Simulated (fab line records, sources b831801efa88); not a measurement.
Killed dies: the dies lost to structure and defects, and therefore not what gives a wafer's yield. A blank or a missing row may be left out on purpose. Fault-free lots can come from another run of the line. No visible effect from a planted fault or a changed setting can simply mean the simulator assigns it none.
A lot that was struck, set against a sound lot ; flow sky130 ; 15 steps out of a route of 708
Sound: these wafers, L657.1, L657.3, L657.6. Struck: wafer L670.4 (left out: L670.1, L670.3 of the same lot, which were not struck); the cause appears at the end.
Each step with rows lists, per side, the tool, then ch with its chambers, then its first start. Under that, the readings that differ: sound wafers ; struck wafers ; difference of the means ; sigmas: that difference in standard deviations of wafers without a fault.
alike: words and numbers the same on both sides, and readings whose means are apart by under 2 such deviations; not compared: readings that were withheld, readings missing a value for some wafer, numbers with overlapping values and no deviation given by the record, and bounds like >300 which may hide the same value.
A row with sigmas, a row that says differs or no value, or rows on one side alone: a step with any of these is where the two part. When numbers do not overlap yet have no deviation, they are printed without sigmas and do not part them. A reading that every wafer of one side lacks parts them only if that side has two wafers or more.

SKY_VIA1_STRIP_16: strips in O2/N2.
  sound on plasma-asher-01 ch 0,1, day 34 07:26; struck on plasma-asher-03 ch 0, day 38 07:35
reading;sound;struck;difference;sigmas
oes-product-au (a.u.);0.419 0.425 0.414;0.407;-0.012;-2
  alike: drypump-motor-current-A, strip-time-to-endpoint-s
  not compared: rf-hours-counter-h
then, 3 steps without rows for these wafers: SKY_VIA1_STRIP_17 (strips in post etch residue remover, time 1200 s); SKY_VIA1_CLEAN_18 (cleans in IPA, time 180 s); SKY_VIA1_CLEAN_19 (cleans in O3/DIW).
SKY_VIA1_SPUTTER_20: material TiN, target thk 20 nm, time 80 s.
  sound on pvd-sputter-02 at day 34 08:01; struck on pvd-sputter-02 at day 38 08:13
  alike: throttle-valve-pct
then, 1 step without rows for these wafers: SKY_VIA1_CVD_21 (deposits W, target thk 270 nm, time 80.902 s).
SKY_VIA1_RS_MEAS_22: uses a four-point probe to measure.
  sound on film-metro-02 at day 34 08:10; struck on film-metro-04 at day 38 08:22
  alike: VIA1_W_RS
SKY_VIA1_THK_MEAS_23: measures by xrf.
  sound on film-metro-02 at day 34 08:17; struck on film-metro-04 at day 38 08:29
  alike: VIA1_W_THK
then, 1 step without rows for these wafers: SKY_VIA1_CMP_24 (polishes, stops on SiO2, t overpolish 15 s, target thk 0 nm).
SKY_METAL2_SPUTTER_00: material Ti, target thk 15 nm, time 10 s.
  sound on pvd-sputter-01 at day 34 08:39; struck on pvd-sputter-01 at day 38 08:51
  alike: throttle-valve-pct
SKY_METAL2_SPUTTER_01: material TiN, target thk 20 nm, time 16.7 s.
  sound on pvd-sputter-01 at day 34 08:40; struck on pvd-sputter-01 at day 38 08:52
  alike: throttle-valve-pct
SKY_METAL2_SPUTTER_02: material AlCu, target thk 250 nm, time 13.3 s.
  sound on pvd-sputter-01 at day 34 08:42; struck on pvd-sputter-01 at day 38 08:53
  alike: throttle-valve-pct
SKY_METAL2_SPUTTER_03: material Ti, target thk 5 nm, time 3.3 s.
  sound on pvd-sputter-01 at day 34 08:43; struck on pvd-sputter-01 at day 38 08:55
reading;sound;struck;difference;sigmas
model.Ti_of_METAL2_SPUTTER_03.thk-nm (nm);4.947 5.102 5.138;3.67;-1.39;
  alike: throttle-valve-pct
then, 2 steps without rows for these wafers: SKY_METAL2_SPUTTER_04 (material TiN, target thk 70 nm, time 58.3 s); SKY_PAD_OPEN_PROBE_99.

## WHERE THEY PART
At SKY_VIA1_STRIP_16 and nowhere else, as far as this record goes. Later steps at which nothing parts them and some readings are alike: SKY_VIA1_SPUTTER_20, SKY_VIA1_RS_MEAS_22, SKY_VIA1_THK_MEAS_23, SKY_METAL2_SPUTTER_00, SKY_METAL2_SPUTTER_01, SKY_METAL2_SPUTTER_02, SKY_METAL2_SPUTTER_03.

WHY: what had been put in by the simulator
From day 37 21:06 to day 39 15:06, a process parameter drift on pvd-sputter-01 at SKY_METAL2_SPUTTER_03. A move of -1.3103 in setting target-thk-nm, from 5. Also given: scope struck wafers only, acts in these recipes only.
